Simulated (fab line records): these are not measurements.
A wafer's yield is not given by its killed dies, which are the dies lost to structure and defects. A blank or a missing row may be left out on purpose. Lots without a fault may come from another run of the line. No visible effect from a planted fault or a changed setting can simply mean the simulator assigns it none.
fab line records	flow sky130
[record] lots = 6	wafers = 18	lastDay = 50
route steps=708 shown SD_P@327 RES_XHIGH@332 SD_N@342 SALICIDE@361 PAD_OPEN@708
lots that met no fault: taken from a fault-free run of the same line
startH: start of the lot's first displayed wafer, in hours after the record's first day	waitH: hours elapsed since this lot's preceding step	" repeats the value in the row above	L1.1+2: one row covering several wafers at once	- no value present, or no start provided	* or withheld: withheld	< > ~ a bound
route shown NAME@n: NAME is a module with steps in the file, n the number in the route of the first one	usual: mean/standard deviation taken from wafers without a fault	same: alike in all rows	chamber/n: place in a boat	sites: readings site by site	_std_site: their standard deviation	_edge_site: outer sites' mean less inner sites'	radiusMm: for every site, how far away it sits from the centre of the wafer	mask NAME#n: copy n	behind: the tool/chamber that last shaped the wafer	hold: reason for holding the lot/hours on hold/outcome of the hold	device: names the non-switching transistor (n, p or np)	end of line: tests run on the same wafers once the route is complete	a step with no rows: only its recipe	killed: not the wafer's yield, but the dies lost to structure and defects at the first sort	map: the dies of a wafer, with x for killed, . for not killed, _ for no die there
set.NAME: the setting as run; set.NAME@STEP: as run at that earlier step	model.NAME: the simulator's own value behind a step, which no gauge read
lots at some steps of the route; a table a step, a row a wafer
services: the hour from which a tool's chamber was out of use, counted from the record's first day as startH (under 0 if before that day), plus the number of hours and why
[[steps]]
[step SKY_SD_P_CD_MEAS_07]
[recipe] targetCdNm = 380
[usual] cdNm = 379.4/2.7
lot.wafer	tool	chamber	startH	waitH	cdNm
L104.1	cdSem-01	-	644.49	0.1	378.9
L104.3	"	-	"	"	378.0
L104.4	"	-	"	"	379.4
L108.2	cdSem-02	-	680.34	0.1	376.4
L108.3	"	-	"	"	378.4
L108.5	"	-	"	"	376.0
L109.4	cdSem-02	-	686.59	0.1	379.2
L109.5	"	-	"	"	376.2
L109.6	"	-	"	"	380.2
L110.2	cdSem-01	-	695.06	0.1	382.6
L110.3	"	-	"	"	382.0
L110.5	"	-	"	"	382.1
L114.1	cdSem-01	-	725.37	0.1	381.0
L114.3	"	-	"	"	383.3
L114.5	"	-	"	"	383.7
L118.1	cdSem-01	-	754.08	0.1	382.2
L118.2	"	-	"	"	381.5
L118.5	"	-	"	"	380.6
[step SKY_SD_P_OVL_MEAS_08]
[usual] SD_P_OVL = 0.1/1.5
lot.wafer	tool	chamber	startH	waitH	SD_P_OVL[nm]
L104.1	overlay-01	-	644.61	0.1	-0.8
L104.3	"	-	"	"	-1.7
L104.4	"	-	"	"	-1.7
L108.2	overlay-01	-	680.44	0.1	-1.9
L108.3	"	-	"	"	-0.2
L108.5	"	-	"	"	-0.7
L109.4	overlay-02	-	686.66	0.1	2.5
L109.5	"	-	"	"	1.4
L109.6	"	-	"	"	1.5
L110.2	overlay-02	-	695.16	0.1	2.4
L110.3	"	-	"	"	1.3
L110.5	"	-	"	"	3.1
L114.1	overlay-01	-	725.49	0.1	-1.1
L114.3	"	-	"	"	-0.6
L114.5	"	-	"	"	-0.3
L118.1	overlay-01	-	754.20	0.1	1.7
L118.2	"	-	"	"	1.2
L118.5	"	-	"	"	0.7
[step SKY_SD_P_IMPLANT_09]
[recipe] species = BF2	energyKev = 20	doseCm2 = 3e+15	tiltDeg = 0
[step SKY_SD_P_STRIP_10]
[recipe] chemistry = O2/N2	powerW = 1400	pressureMtorr = 1500	platenTempC = withheld	o2FlowSccm = 3000	n2FlowSccm = 300	overashFraction = 0.5
[usual] drypumpMotorCurrentA = 5.42/0.3	oesProductAu = 0.618/0.0046	stripTimeToEndpointS = 17.57/0.035
lot.wafer	tool	chamber	startH	waitH	drypumpMotorCurrentA	oesProductAu	rfHoursCounterH	stripTimeToEndpointS
L104.1	plasmaAsher-02	0	644.79	0.1	5.13	0.614	94	17.56
L104.3	"	1	"	"	5.86	0.612	-	17.54
L104.4	"	0	"	"	5.13	0.620	-	17.52
L108.2	plasmaAsher-01	0	680.62	0.1	5.56	0.627	24	17.61
L108.3	"	1	"	"	5.22	0.620	-	17.57
L108.5	"	1	"	"	5.21	0.612	-	17.61
L109.4	plasmaAsher-02	1	686.87	0.1	5.88	0.627	-	17.61
L109.5	"	0	"	"	5.13	0.620	-	17.61
L109.6	"	1	"	"	5.87	0.615	-	17.59
L110.2	plasmaAsher-02	1	695.34	0.1	5.88	0.622	99	17.57
L110.3	"	0	"	"	5.11	0.615	-	17.61
L110.5	"	1	"	"	5.87	0.617	-	17.61
L114.1	plasmaAsher-04	1	725.67	0.1	5.65	0.616	92	17.57
L114.3	"	0	"	"	5.11	0.617	-	17.59
L114.5	"	1	"	"	5.63	0.615	-	17.59
L118.1	plasmaAsher-01	0	754.38	0.1	5.55	0.620	32	17.60
L118.2	"	1	"	"	5.22	0.621	32	17.55
L118.5	"	1	"	"	5.21	0.616	-	17.61
[step SKY_SD_P_TW_MEAS_11]
[usual] SD_P_TW = 2828/16
lot.wafer	tool	chamber	startH	waitH	SD_P_TW
L104.1	filmMetro-04	-	644.89	0.1	2829
L104.3	"	-	"	"	2820
L104.4	"	-	"	"	2839
L108.2	filmMetro-01	-	680.73	0.1	2835
L108.3	"	-	"	"	2814
L108.5	"	-	"	"	2799
L109.4	filmMetro-01	-	686.96	0.1	2828
L109.5	"	-	"	"	2827
L109.6	"	-	"	"	2815
L110.2	filmMetro-01	-	695.45	0.1	2800
L110.3	"	-	"	"	2821
L110.5	"	-	"	"	2811
L114.1	filmMetro-03	-	725.77	0.1	2819
L114.3	"	-	"	"	2830
L114.5	"	-	"	"	2835
L118.1	filmMetro-01	-	754.48	0.1	2856
L118.2	"	-	"	"	2834
L118.5	"	-	"	"	2839
[step SKY_RES_XHIGH_DEHYDRATE_00]
[recipe] tempC = 200	timeS = 60
[step SKY_RES_XHIGH_HMDS_01]
[recipe] primeTimeS = 60	primeTempC = 120
[step SKY_RES_XHIGH_COAT_02]
[recipe] resist = NOVOLAK	spinRpm = 3000	resistThkNm = 1140
[step SKY_RES_XHIGH_SOFTBAKE_03]
[recipe] tempC = 90	timeS = 60	resist = NOVOLAK
[step SKY_RES_XHIGH_EXPOSE_04]
[recipe] maskId = URPM	na = 0.6	sourceShape = conventional	sigmaOuter = 0.6	polarization = unpolarized	targetCdNm = 1270	doseMj = 140
[step SKY_RES_XHIGH_PEB_05]
[recipe] tempC = withheld	timeS = *	resist = NOVOLAK
[step SKY_RES_XHIGH_DEVELOP_06]
[recipe] resist = NOVOLAK	developer = TMAH	developTimeS = 60	devTempC = 23
[step SKY_RES_XHIGH_IMPLANT_07]
[recipe] species = BF2	energyKev = 20	doseCm2 = 3.6e+14	tiltDeg = 0
[usual] beamOnS = 38.0/2.9	doseIonsCm2 = 3.6e+14/3.6e+11	faradayCurrentUA = 537/39
lot.wafer	tool	chamber	startH	waitH	beamOnS	doseIonsCm2	faradayCurrentUA
L104.1	implanter-03	0	672.99	0.1	35.6	3.603e+14	569
L104.3	"	0	"	"	36.4	3.608e+14	560
L104.4	"	0	"	"	35.5	3.602e+14	571
L108.2	implanter-03	0	709.11	0.1	9.9	3.58e+13	206
L108.3	"	0	"	"	10.0	3.54e+13	202
L108.5	"	0	"	"	10.1	3.62e+13	202
L109.4	implanter-03	0	715.36	0.1	10.2	3.64e+13	199
L109.5	"	0	"	"	10.1	3.59e+13	201
L109.6	"	0	"	"	9.8	3.61e+13	207
L110.2	implanter-02	0	722.61	0.1	41.6	3.603e+14	487
L110.3	"	0	"	"	42.3	3.6e+14	479
L110.5	"	0	"	"	42.3	3.599e+14	479
L114.1	implanter-02	0	752.58	0.1	41.2	3.599e+14	491
L114.3	"	0	"	"	42.8	3.598e+14	472
L114.5	"	0	"	"	41.4	3.594e+14	491
L118.1	implanter-02	0	781.18	0.1	42.6	3.6e+14	476
L118.2	"	0	"	"	42.1	3.601e+14	483
L118.5	"	0	"	"	43.9	3.606e+14	464
[step SKY_RES_XHIGH_STRIP_08]
[recipe] chemistry = O2/N2	powerW = 1400	pressureMtorr = 1500	platenTempC = withheld	o2FlowSccm = 3000	n2FlowSccm = 300	overashFraction = 0.5
[usual] drypumpMotorCurrentA = 5.7/0.35	oesProductAu = 0.711/0.0048	stripTimeToEndpointS = 14.29/0.047
lot.wafer	tool	chamber	startH	waitH	drypumpMotorCurrentA	oesProductAu	rfHoursCounterH	stripTimeToEndpointS
L104.1	plasmaAsher-04	1	673.14	0.1	5.6	0.711	87	14.22
L104.3	"	1	"	"	5.7	0.711	-	14.26
L104.4	"	0	"	"	5.1	0.707	-	14.25
L108.2	plasmaAsher-02	1	709.23	0.1	5.9	0.709	101	14.21
L108.3	"	1	"	"	5.9	0.721	-	14.25
L108.5	"	0	"	"	5.2	0.717	-	14.25
L109.4	plasmaAsher-03	0	715.47	0.1	5.7	0.715	-	14.26
L109.5	"	1	"	"	6.1	0.720	-	14.22
L109.6	"	0	"	"	5.7	0.714	-	14.28
L110.2	plasmaAsher-04	0	722.74	0.1	5.1	0.710	92	14.21
L110.3	"	0	"	"	5.1	0.710	-	14.20
L110.5	"	1	"	"	5.6	0.720	-	14.24
L114.1	plasmaAsher-04	0	752.73	0.1	5.1	0.707	95	14.29
L114.3	"	1	"	"	5.6	0.714	-	14.37
L114.5	"	0	"	"	5.1	0.717	-	14.35
L118.1	plasmaAsher-04	1	781.33	0.1	5.6	0.718	98	14.28
L118.2	"	0	"	"	5.1	0.712	98	14.34
L118.5	"	0	"	"	5.1	0.717	-	14.30
[step SKY_RES_XHIGH_TW_MEAS_09]
[usual] RES_XHIGH_TW = 1639/11
lot.wafer	tool	chamber	startH	waitH	RES_XHIGH_TW
L104.1	filmMetro-04	-	673.24	0.1	1641
L104.3	"	-	"	"	1647
L104.4	"	-	"	"	1636
L108.2	filmMetro-03	-	709.34	0.1	787
L108.3	"	-	"	"	792
L108.5	"	-	"	"	781
L109.4	filmMetro-04	-	715.57	0.1	801
L109.5	"	-	"	"	808
L109.6	"	-	"	"	824
L110.2	filmMetro-04	-	722.85	0.1	1646
L110.3	"	-	"	"	1649
L110.5	"	-	"	"	1646
L114.1	filmMetro-01	-	752.83	0.1	1648
L114.3	"	-	"	"	1666
L114.5	"	-	"	"	1637
L118.1	filmMetro-01	-	781.43	0.1	1650
L118.2	"	-	"	"	1640
L118.5	"	-	"	"	1640
[step SKY_SD_N_DEHYDRATE_00]
[recipe] tempC = 200	timeS = 60
[step SKY_SD_N_HMDS_01]
[recipe] primeTimeS = 60	primeTempC = 120
[step SKY_SD_N_COAT_02]
[recipe] resist = NOVOLAK	spinRpm = 3000	resistThkNm = 1140
[step SKY_SD_N_SOFTBAKE_03]
[recipe] tempC = 90	timeS = 60	resist = NOVOLAK
[step SKY_SD_N_EXPOSE_04]
[recipe] maskId = NSDM	na = 0.6	sourceShape = conventional	sigmaOuter = 0.6	polarization = unpolarized	targetCdNm = 380	doseMj = 141
[step SKY_SD_N_PEB_05]
[recipe] tempC = withheld	timeS = *	resist = NOVOLAK
[step SKY_SD_N_DEVELOP_06]
[recipe] resist = NOVOLAK	developer = TMAH	developTimeS = 60	devTempC = 23
[step SKY_SD_N_CD_MEAS_07]
[recipe] targetCdNm = 380
[usual] cdNm = 380.0/2.2
lot.wafer	tool	chamber	startH	waitH	cdNm
L104.1	cdSem-02	-	701.34	0.1	379.8
L104.3	"	-	"	"	381.0
L104.4	"	-	"	"	380.9
L108.2	cdSem-02	-	737.06	0.1	381.1
L108.3	"	-	"	"	379.2
L108.5	"	-	"	"	378.7
L109.4	cdSem-02	-	741.75	0.1	376.8
L109.5	"	-	"	"	379.6
L109.6	"	-	"	"	379.6
L110.2	cdSem-01	-	750.14	0.1	375.5
L110.3	"	-	"	"	377.6
L110.5	"	-	"	"	376.0
L114.1	cdSem-01	-	780.17	0.1	380.0
L114.3	"	-	"	"	376.3
L114.5	"	-	"	"	380.9
L118.1	cdSem-02	-	807.13	0.1	377.6
L118.2	"	-	"	"	377.4
L118.5	"	-	"	"	378.9
[step SKY_SD_N_OVL_MEAS_08]
[usual] SD_N_OVL = 0.8/1.2
lot.wafer	tool	chamber	startH	waitH	SD_N_OVL[nm]
L104.1	overlay-02	-	701.46	0.1	3.6
L104.3	"	-	"	"	3.9
L104.4	"	-	"	"	2.3
L108.2	overlay-01	-	737.16	0.1	2.3
L108.3	"	-	"	"	1.8
L108.5	"	-	"	"	2.7
L109.4	overlay-01	-	741.82	0.1	-1.2
L109.5	"	-	"	"	-0.5
L109.6	"	-	"	"	-0.3
L110.2	overlay-02	-	750.24	0.1	0.2
L110.3	"	-	"	"	0.0
L110.5	"	-	"	"	0.2
L114.1	overlay-02	-	780.29	0.1	-0.1
L114.3	"	-	"	"	1.8
L114.5	"	-	"	"	0.3
L118.1	overlay-02	-	807.25	0.1	1.2
L118.2	"	-	"	"	-0.4
L118.5	"	-	"	"	2.6
[step SKY_SD_N_IMPLANT_09]
[recipe] species = As	energyKev = 49.55	doseCm2 = 4e+15	tiltDeg = 0
[step SKY_SD_N_IMPLANT_10]
[recipe] species = P	energyKev = 20	doseCm2 = 1e+14	tiltDeg = 0
[step SKY_SD_N_STRIP_11]
[recipe] chemistry = O2/N2	powerW = 1400	pressureMtorr = 1500	platenTempC = withheld	o2FlowSccm = 3000	n2FlowSccm = 300	overashFraction = 0.5
[usual] drypumpMotorCurrentA = 5.6/0.34	oesProductAu = 0.529/0.0046	stripTimeToEndpointS = 22.47/0.044
lot.wafer	tool	chamber	startH	waitH	drypumpMotorCurrentA	oesProductAu	rfHoursCounterH	stripTimeToEndpointS
L104.1	plasmaAsher-03	0	701.79	0.1	5.7	0.534	57	22.45
L104.3	"	1	"	"	6.1	0.529	-	22.47
L104.4	"	0	"	"	5.7	0.524	-	22.43
L108.2	plasmaAsher-03	1	737.49	0.1	6.1	0.533	61	22.42
L108.3	"	0	"	"	5.7	0.528	-	22.43
L108.5	"	1	"	"	6.1	0.527	-	22.48
L109.4	plasmaAsher-01	1	742.18	0.1	5.2	0.532	-	22.47
L109.5	"	0	"	"	5.6	0.528	-	22.49
L109.6	"	1	"	"	5.2	0.520	-	22.50
L110.2	plasmaAsher-04	1	750.57	0.1	5.6	0.528	95	22.51
L110.3	"	1	"	"	5.6	0.523	-	22.48
L110.5	"	0	"	"	5.1	0.528	-	22.50
L114.1	plasmaAsher-03	0	780.62	0.1	5.7	0.529	65	22.43
L114.3	"	0	"	"	5.7	0.530	-	22.39
L114.5	"	0	"	"	5.6	0.518	-	22.37
L118.1	plasmaAsher-04	1	807.59	0.1	5.6	0.533	101	22.47
L118.2	"	0	"	"	5.1	0.529	101	22.49
L118.5	"	1	"	"	5.6	0.524	-	22.49
[step SKY_SD_N_TW_MEAS_12]
[usual] SD_N_TW = 3971/30
lot.wafer	tool	chamber	startH	waitH	SD_N_TW
L104.1	filmMetro-01	-	701.89	0.1	4002
L104.3	"	-	"	"	4002
L104.4	"	-	"	"	3994
L108.2	filmMetro-03	-	737.60	0.1	3983
L108.3	"	-	"	"	3993
L108.5	"	-	"	"	3959
L109.4	filmMetro-04	-	742.30	0.1	4026
L109.5	"	-	"	"	4008
L109.6	"	-	"	"	3983
L110.2	filmMetro-04	-	750.68	0.1	4040
L110.3	"	-	"	"	4026
L110.5	"	-	"	"	4034
L114.1	filmMetro-01	-	780.72	0.1	3926
L114.3	"	-	"	"	3949
L114.5	"	-	"	"	3973
L118.1	filmMetro-01	-	807.69	0.1	3964
L118.2	"	-	"	"	3992
L118.5	"	-	"	"	3965
[step SKY_SD_N_CLEAN_13]
[recipe] chemistry = SC1/SC2	mix = 1:4:20	tempC = 70	timeS = 150	dry = n2Spin
[step SKY_SD_N_RTA_14]
[recipe] tempC = 1075	timeS = 2	idleTempC = 650	rampUpCPerS = 150	rampDownCPerS = 90	ambient = N2
[usual] lampPowerPct = 15.74/0.053	rampDownCPerS = 89.998/0.017	wafer_temp_C_max = 1078.0/1.5
lot.wafer	tool	chamber	startH	waitH	lampPowerPct	rampDownCPerS	wafer_temp_C_max
L104.1	rtpAnneal-02	0	702.01	0.0	15.80	90.027	1078.0
L104.3	"	0	"	"	15.75	90.015	1076.8
L104.4	"	0	"	"	15.68	89.986	1077.9
L108.2	rtpAnneal-02	0	737.72	0.0	15.84	89.990	1078.4
L108.3	"	0	"	"	15.73	89.984	1076.1
L108.5	"	0	"	"	15.61	90.022	1076.2
L109.4	rtpAnneal-01	0	742.43	0.1	15.79	90.000	1080.6
L109.5	"	0	"	"	15.74	89.993	1079.0
L109.6	"	0	"	"	15.74	90.016	1078.7
L110.2	rtpAnneal-02	0	750.79	0.0	15.75	90.013	1081.5
L110.3	"	0	"	"	15.74	89.995	1077.5
L110.5	"	0	"	"	15.70	89.986	1076.3
L114.1	rtpAnneal-01	0	780.84	0.0	15.71	89.982	1077.8
L114.3	"	0	"	"	15.73	90.007	1077.1
L114.5	"	0	"	"	15.74	89.995	1078.3
L118.1	rtpAnneal-02	0	807.80	0.0	15.71	89.995	1079.9
L118.2	"	0	"	"	15.78	90.011	1078.8
L118.5	"	0	"	"	15.72	89.976	1080.6
[step SKY_SD_N_RS_MEAS_16]
[recipe] thkMeasGauge = four-point-probe
[usual] SD_N_RS = 68.86/0.15
lot.wafer	tool	chamber	startH	waitH	SD_N_RS[ohm/sq]
L104.1	filmMetro-03	-	702.18	0.1	68.57
L104.3	"	-	"	"	68.74
L104.4	"	-	"	"	68.75
L108.2	filmMetro-03	-	737.90	0.1	68.64
L108.3	"	-	"	"	68.78
L108.5	"	-	"	"	68.62
L109.4	filmMetro-04	-	742.67	0.1	68.83
L109.5	"	-	"	"	68.80
L109.6	"	-	"	"	69.10
L110.2	filmMetro-01	-	750.98	0.1	69.00
L110.3	"	-	"	"	68.95
L110.5	"	-	"	"	68.81
L114.1	filmMetro-04	-	781.01	0.1	69.00
L114.3	"	-	"	"	68.91
L114.5	"	-	"	"	69.07
L118.1	filmMetro-04	-	807.98	0.1	69.03
L118.2	"	-	"	"	69.12
L118.5	"	-	"	"	69.12
[step SKY_SD_N_RS_MEAS_17]
[recipe] thkMeasGauge = four-point-probe
[usual] SD_P_RS = 146.9/0.43
lot.wafer	tool	chamber	startH	waitH	SD_P_RS[ohm/sq]
L104.1	filmMetro-03	-	702.30	0.1	147.0
L104.3	"	-	"	"	146.9
L104.4	"	-	"	"	147.3
L108.2	filmMetro-03	-	738.02	0.1	146.6
L108.3	"	-	"	"	146.7
L108.5	"	-	"	"	146.8
L109.4	filmMetro-04	-	742.79	0.1	146.8
L109.5	"	-	"	"	147.0
L109.6	"	-	"	"	147.4
L110.2	filmMetro-01	-	751.10	0.1	146.9
L110.3	"	-	"	"	147.6
L110.5	"	-	"	"	146.7
L114.1	filmMetro-04	-	781.13	0.1	147.0
L114.3	"	-	"	"	147.0
L114.5	"	-	"	"	147.1
L118.1	filmMetro-04	-	808.10	0.1	147.1
L118.2	"	-	"	"	147.6
L118.5	"	-	"	"	147.5
[step SKY_SD_N_RS_MEAS_18]
[recipe] thkMeasGauge = four-point-probe
[usual] RES_XHIGH_RS = 332.8/1.1
lot.wafer	tool	chamber	startH	waitH	RES_XHIGH_RS[ohm/sq]
L104.1	filmMetro-03	-	702.42	0.1	331.6
L104.3	"	-	"	"	332.4
L104.4	"	-	"	"	332.3
L108.2	filmMetro-03	-	738.14	0.1	2005.4
L108.3	"	-	"	"	1998.2
L108.5	"	-	"	"	2060.8
L109.4	filmMetro-04	-	742.91	0.1	1981.5
L109.5	"	-	"	"	1916.2
L109.6	"	-	"	"	1899.9
L110.2	filmMetro-01	-	751.22	0.1	332.0
L110.3	"	-	"	"	332.9
L110.5	"	-	"	"	332.8
L114.1	filmMetro-04	-	781.25	0.1	332.7
L114.3	"	-	"	"	331.9
L114.5	"	-	"	"	334.2
L118.1	filmMetro-04	-	808.22	0.1	333.1
L118.2	"	-	"	"	333.2
L118.5	"	-	"	"	332.9
[step SKY_SALICIDE_CLEAN_00]
[recipe] chemistry = HF-last	timeS = 30	dilution = 100:1	dry = ipaMarangoni
[step SKY_PAD_OPEN_PROBE_99]
[usual] killed_at_M0_to_M3 = 44/7.3	killed_at_M4_up = 3.3/1.8	killedAtContacts = 24/5.3	killedAtFrontEnd = 16/5	killedAtOther = 0.2/0.51	killedDies = 87/10	killedOpen = 47/7.5	killedShort = 40/6.3
[same] grossDies = 492	killedAtBackSide = 0
lot.wafer	tool	chamber	startH	waitH	killed_at_M0_to_M3	killed_at_M4_up	killedAtContacts	killedAtFrontEnd	killedAtOther	killedDies	killedOpen	killedShort	model.etest.resXhighPo.open
L104.1	prober-01	-	1121.29	0.1	37	5	28	15	0	85	46	39	0
L104.3	prober-01	-	1121.39	0.2	36	5	19	10	0	70	42	28	0
L104.4	prober-01	-	1121.44	0.2	31	1	21	17	0	70	37	33	0
L108.2	prober-02	-	1144.55	0.1	36	5	24	17	0	82	38	44	1
L108.3	prober-02	-	1144.60	0.2	38	2	15	13	0	68	37	31	1
L108.5	prober-02	-	1144.70	0.2	43	3	21	11	1	79	43	36	1
L109.4	prober-01	-	1147.61	0.2	44	4	40	17	0	105	55	50	1
L109.5	prober-01	-	1147.66	0.2	33	5	28	12	2	80	38	42	1
L109.6	prober-01	-	1147.71	0.2	38	2	27	20	0	87	38	49	1
L110.2	prober-02	-	1155.45	0.1	47	2	20	15	2	86	50	36	0
L110.3	prober-02	-	1155.50	0.2	51	3	18	16	0	88	51	37	0
L110.5	prober-02	-	1155.60	0.2	40	3	21	19	0	83	48	35	0
L114.1	prober-02	-	1176.25	0.1	52	4	23	6	1	86	45	41	0
L114.3	prober-02	-	1176.35	0.2	42	4	38	8	0	92	54	38	0
L114.5	prober-02	-	1176.45	0.2	39	4	28	9	0	80	50	30	0
L118.1	prober-02	-	1194.61	0.1	37	1	22	14	0	74	46	28	0
L118.2	prober-02	-	1194.66	0.1	44	2	30	24	0	100	53	47	0
L118.5	prober-02	-	1194.81	0.2	38	3	26	18	0	85	54	31	0
// killed by level:class
L104.1 CONTACT:geometricParticle:open=10 CONTACT:geometricParticle:short=8 VIA1:geometricParticle:open=7 VIA3:geometricParticle:open=7 LI_CONTACT:geometricParticle:open=6 POLY_GATE:geometricParticle:short=4 METAL1:geometricParticle:short=4 VIA1:geometricParticle:short=4
L104.3 VIA1:geometricParticle:open=11 CONTACT:geometricParticle:open=8 VIA2:geometricParticle:open=7 METAL4:geometricParticle:short=5 LI_CONTACT:geometricParticle:short=4 LI_CONTACT:geometricParticle:open=4 METAL1:geometricParticle:short=4 VIA3:geometricParticle:open=4
L104.4 POLY_GATE:geometricParticle:open=7 CONTACT:geometricParticle:open=7 VIA1:geometricParticle:open=6 CONTACT:geometricParticle:short=5 VIA3:geometricParticle:open=5 METAL1:geometricParticle:short=4 METAL2:geometricParticle:short=3 LI_CONTACT:geometricParticle:open=3
L108.2 CONTACT:geometricParticle:open=10 VIA1:geometricParticle:short=7 VIA3:geometricParticle:open=7 POLY_GATE:geometricParticle:short=6 POLY_GATE:geometricParticle:open=6 METAL1:geometricParticle:short=6 LI_CONTACT:geometricParticle:open=5 CONTACT:geometricParticle:short=4
L108.3 VIA1:geometricParticle:open=8 VIA1:geometricParticle:short=6 FIELD_ISO:geometricParticle:short=5 FIELD_ISO:geometricParticle:open=5 CONTACT:geometricParticle:open=5 LI_CONTACT:geometricParticle:open=4 CONTACT:geometricParticle:short=4 VIA2:geometricParticle:short=4
L108.5 VIA1:geometricParticle:open=11 CONTACT:geometricParticle:short=7 LI_CONTACT:geometricParticle:open=6 VIA2:geometricParticle:open=6 VIA3:geometricParticle:open=6 POLY_GATE:geometricParticle:short=5 CONTACT:geometricParticle:open=5 METAL1:geometricParticle:short=4
L109.4 LI_CONTACT:geometricParticle:open=13 CONTACT:geometricParticle:open=9 CONTACT:geometricParticle:short=7 METAL1:geometricParticle:short=7 METAL2:geometricParticle:open=6 FIELD_ISO:geometricParticle:open=5 VIA2:geometricParticle:open=5 LOCAL_INTERCONNECT:geometricParticle:short=5
L109.5 CONTACT:geometricParticle:open=8 LI_CONTACT:geometricParticle:open=8 VIA1:geometricParticle:open=7 LOCAL_INTERCONNECT:geometricParticle:short=7 VIA3:geometricParticle:open=6 FIELD_ISO:geometricParticle:short=5 METAL1:geometricParticle:short=5 METAL2:geometricParticle:short=5
L109.6 LI_CONTACT:geometricParticle:open=8 FIELD_ISO:geometricParticle:open=7 LOCAL_INTERCONNECT:geometricParticle:short=7 METAL2:geometricParticle:short=7 VIA1:geometricParticle:open=6 VIA2:geometricParticle:open=5 POLY_GATE:geometricParticle:short=5 CONTACT:geometricParticle:short=5
L110.2 VIA3:geometricParticle:open=10 VIA1:geometricParticle:open=9 LI_CONTACT:geometricParticle:open=7 CONTACT:geometricParticle:open=7 FIELD_ISO:geometricParticle:short=5 VIA1:geometricParticle:short=5 METAL2:geometricParticle:short=5 VIA3:geometricParticle:short=4
L110.3 VIA1:geometricParticle:open=13 FIELD_ISO:geometricParticle:open=7 METAL2:geometricParticle:short=7 VIA2:geometricParticle:open=6 VIA3:geometricParticle:open=6 METAL1:geometricParticle:short=6 CONTACT:geometricParticle:open=5 LI_CONTACT:geometricParticle:open=4
L110.5 VIA1:geometricParticle:open=16 POLY_GATE:geometricParticle:short=7 CONTACT:geometricParticle:open=7 LI_CONTACT:geometricParticle:open=6 LOCAL_INTERCONNECT:geometricParticle:short=6 VIA2:geometricParticle:open=5 VIA3:geometricParticle:open=5 FIELD_ISO:geometricParticle:short=4
L114.1 VIA3:geometricParticle:open=10 VIA2:geometricParticle:open=10 METAL1:geometricParticle:short=9 CONTACT:geometricParticle:open=9 METAL3:geometricParticle:short=6 LI_CONTACT:geometricParticle:open=5 CONTACT:geometricParticle:short=5 VIA1:geometricParticle:open=5
L114.3 CONTACT:geometricParticle:open=15 VIA1:geometricParticle:open=11 LI_CONTACT:geometricParticle:open=9 VIA2:geometricParticle:open=6 METAL3:geometricParticle:short=5 LOCAL_INTERCONNECT:geometricParticle:short=5 METAL2:geometricParticle:short=5 CONTACT:geometricParticle:short=4
L114.5 VIA1:geometricParticle:open=12 LI_CONTACT:geometricParticle:open=11 CONTACT:geometricParticle:open=6 VIA2:geometricParticle:open=6 VIA3:geometricParticle:open=5 LOCAL_INTERCONNECT:geometricParticle:short=4 VIA1:geometricParticle:short=4 VIA3:geometricParticle:short=4
L118.1 CONTACT:geometricParticle:open=14 VIA1:geometricParticle:open=12 FIELD_ISO:geometricParticle:open=9 VIA2:geometricParticle:open=5 CONTACT:geometricParticle:short=4 METAL1:geometricParticle:short=4 METAL2:geometricParticle:short=4 VIA3:geometricParticle:open=3
L118.2 CONTACT:geometricParticle:open=10 VIA1:geometricParticle:short=8 LI_CONTACT:geometricParticle:open=8 POLY_GATE:geometricParticle:open=7 VIA1:geometricParticle:open=7 VIA3:geometricParticle:open=7 METAL2:geometricParticle:short=6 FIELD_ISO:geometricParticle:short=5
L118.5 VIA1:geometricParticle:open=14 CONTACT:geometricParticle:open=13 VIA2:geometricParticle:open=9 POLY_GATE:geometricParticle:open=7 METAL2:geometricParticle:short=7 FIELD_ISO:geometricParticle:short=5 LI_CONTACT:geometricParticle:open=4 LOCAL_INTERCONNECT:geometricParticle:short=4
[[services]]
tool	chamber	startH	hours	kind
implanter-03	-	628.96	5.4	repair
plasmaAsher-02	-	636.01	2.1	repair
implanter-03	-	640.26	2.5	repair
plasmaAsher-01	-	650.34	3.3	repair
plasmaAsher-04	-	660.70	3.5	repair
implanter-03	-	666.11	3.0	repair
implanter-03	-	669.73	3.2	pm
plasmaAsher-02	-	672.43	3.5	repair
implanter-02	-	681.53	3.3	repair
plasmaAsher-04	-	704.86	4.5	repair
plasmaAsher-02	-	733.75	9.0	pm
plasmaAsher-02	0	733.75	9.0	ventCycle
plasmaAsher-02	1	733.75	9.0	ventCycle
implanter-03	-	735.03	2.5	repair
plasmaAsher-02	0	742.75	-	clean
plasmaAsher-02	1	742.75	-	clean
plasmaAsher-02	-	755.00	0.4	repair
plasmaAsher-02	-	756.60	2.8	pm
plasmaAsher-03	-	767.61	3.6	repair
implanter-02	-	798.91	5.6	pm
[[key]]
[firstSign] step = SKY_RES_XHIGH_IMPLANT_07	reading = doseIonsCm2	direction = down	sigmas = 99+	usual = *	struck = *
[effect] step = SKY_RES_XHIGH_IMPLANT_07	reading = beamOnS	direction = down	sigmas = 9.8	usual = 38.0	struck = 10.0
[effect] step = SKY_RES_XHIGH_TW_MEAS_09	reading = RES_XHIGH_TW	direction = down	sigmas = 79	usual = 1639	struck = 799
[effect] step = SKY_SD_N_RS_MEAS_18	reading = RES_XHIGH_RS	direction = up	sigmas = 99+	usual = 332.8	struck = 1977.0
[modelEffect] step = SKY_PAD_OPEN_PROBE_99	value = etest.resXhighPo.open	without = 0	struck = 1
metAt SKY_RES_XHIGH_IMPLANT_07
struckWafers L108.2,L108.3,L108.5,L109.4,L109.5,L109.6
testerLeftOut L108,L109
onsetBetween 672.99 709.11
[fault] kind = processParameterDrift	tool = implanter-03	chamber = -	onsetH = 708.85	steps = SKY_RES_XHIGH_IMPLANT_07	channel = doseCm2	offset = *	shape = step	endH = 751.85	actsIn = *	stated = *
// testerLeftOut: of these lots the tester's yield and bins aren't shown, on N5 and GAA mostly nor the transistor test; their killed dies are dies lost to structure and defects alone, not to doping, threshold or leakage, so they don't give the yield
